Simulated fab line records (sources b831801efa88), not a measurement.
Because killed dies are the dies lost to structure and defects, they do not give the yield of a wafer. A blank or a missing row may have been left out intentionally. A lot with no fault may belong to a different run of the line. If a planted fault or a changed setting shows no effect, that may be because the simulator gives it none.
One fault seen from 2 desks    flow sky130    each desk holds nothing but its own numbers, with what lay behind them at the end

== AT THE METROLOGY DESK ==
Means of the sampled wafers that have a number, per lot and without regard to the tool the lot ran on: this is what the gauges read. The brackets show how far a lot's mean lies from the usual mean; more than 4 standard deviations puts the lot out of limits, marked OUT.
Columns: A = VIA2_BOW at SKY_VIA2_BOW_MEAS_03, usual 85 um; B = cd-nm at SKY_VIA2_CD_MEAS_12, usual 200.2 nm
lot   first seen here  A   B
L469  day 35 14:08     77  200.2
L470  day 35 22:33     93  201.5
L476  day 38 01:33     79  202.2
L477  day 38 08:11     85  200.4
L480  day 39 05:49     91  199.8
L481  day 39 15:02     81  201.0
L484  day 40 13:23     96  198.1
L485  day 40 22:26     90  201.8
L486  day 41 00:08     82  198.5
L487  day 41 09:23     90  199.8
L488  day 41 11:00     90  199.9
L490  day 42 03:02     79  196.6
This desk's verdict: no lot among the 12 shows anything out of limits.

== FOR THE TOOL OWNER'S DESK: pvd-sputter-02 ==
The tool's own readings at SKY_METAL4_SPUTTER_03 (material Ti, target thk 5 nm, time 3.3 s): means of the sampled wafers that have a number, for each lot that ran on this tool. The brackets show how far a lot's mean lies from the usual mean; more than 4 standard deviations puts the lot out of limits, marked OUT.
Columns: A = cathode-dc-power-W at SKY_METAL4_SPUTTER_03, usual 3000.0 W; B = chamber-pressure-pa at SKY_METAL4_SPUTTER_03, usual 0.4001 Pa; C = throttle-valve-pct at SKY_METAL4_SPUTTER_03, usual 30.6 %
lot   first seen here  A       B       C
L469  day 39 23:46     2999.8  0.4003  30.4
L485  day 45 01:10     3000.1  0.4002  31.2
L488  day 45 11:27     3000.4  0.4007  30.0
L490  day 46 01:45     3000.0  0.3997  30.6
This desk's verdict: no lot among the 4 shows anything out of limits.

== PUT TOGETHER ==
At the metrology desk, nothing out of limits was observed.
The tool owner's desk saw nothing out of limits.

== WHAT THE SIMULATOR HAD INSERTED ==
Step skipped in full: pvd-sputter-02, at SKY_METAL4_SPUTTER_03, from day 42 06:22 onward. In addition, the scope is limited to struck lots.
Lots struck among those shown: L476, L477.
